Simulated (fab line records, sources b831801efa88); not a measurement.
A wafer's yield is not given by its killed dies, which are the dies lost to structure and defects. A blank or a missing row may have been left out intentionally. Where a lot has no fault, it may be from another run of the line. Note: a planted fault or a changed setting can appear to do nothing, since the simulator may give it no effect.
The same fault as seen by 2 desks	flow sky130	each desk holds nothing but its own numbers, with what lay behind them at the end

AT THE METROLOGY DESK
Lot by lot, what the gauges showed, no matter which tool ran the lot: averages of those sampled wafers that carry a number. The brackets show how far a lot's mean lies from the usual mean; more than 4 standard deviations puts the lot out of limits, marked OUT.
Columns: A = LI_CONTACT_W_RS at SKY_LI_CONTACT_RS_MEAS_22, usual 0.283 ohm/sq; B = CONTACT_BOW at SKY_CONTACT_BOW_MEAS_05, usual 80 um
lot	first seen here	A	B
L610	day 29 03:44	0.285	77
L611	day 29 22:04	0.285	75
L613	day 30 07:23	0.277	86
L622	day 33 13:33	0.286	84
L623	day 33 21:19	0.284	76
L624	day 34 04:35	0.286	83
L625	day 34 15:04	0.282	79
L628	day 35 05:08	0.281	91
L630	day 35 21:37	0.282	77
L631	day 36 01:31	0.280	79
L632	day 36 07:55	0.272	85
This desk's verdict: no lot among the 11 shows anything out of limits.

TOOL OWNER'S DESK, rie_metal-04
The tool's own readings at SKY_LOCAL_INTERCONNECT_ETCH_13 (etches BARC in N2/H2, stops on SiO2, time 45.9 s, target depth 60 nm): means of the sampled wafers that have a number, for each lot that ran on this tool. The brackets show how far a lot's mean lies from the usual mean; more than 4 standard deviations puts the lot out of limits, marked OUT.
Columns: A = chamber_pressure_mTorr at SKY_LOCAL_INTERCONNECT_ETCH_13, usual 30.002 mTorr; B = drypump_motor_current_A at SKY_LOCAL_INTERCONNECT_ETCH_13, usual 5.7 A; C = oes_product_au at SKY_LOCAL_INTERCONNECT_ETCH_13, usual 0.854 a.u.; D = throttle_valve_pct at SKY_LOCAL_INTERCONNECT_ETCH_13, usual 13.224 %
lot	first seen here	A	B	C	D
L611	day 31 02:50	30.016	6.1	0.857	13.224
L622	day 34 17:13	30.006	6.1	0.856	13.224
L623	day 35 01:18	29.995	5.7	0.852	13.219
L624	day 35 08:31	30.016	5.7	0.855	13.231
This desk's verdict: no lot among the 4 shows anything out of limits.

BROUGHT TOGETHER
The metrology desk saw nothing out of limits.
Nothing out of limits was seen by the tool owner's desk.

WHAT THE SIMULATOR HAD INSERTED
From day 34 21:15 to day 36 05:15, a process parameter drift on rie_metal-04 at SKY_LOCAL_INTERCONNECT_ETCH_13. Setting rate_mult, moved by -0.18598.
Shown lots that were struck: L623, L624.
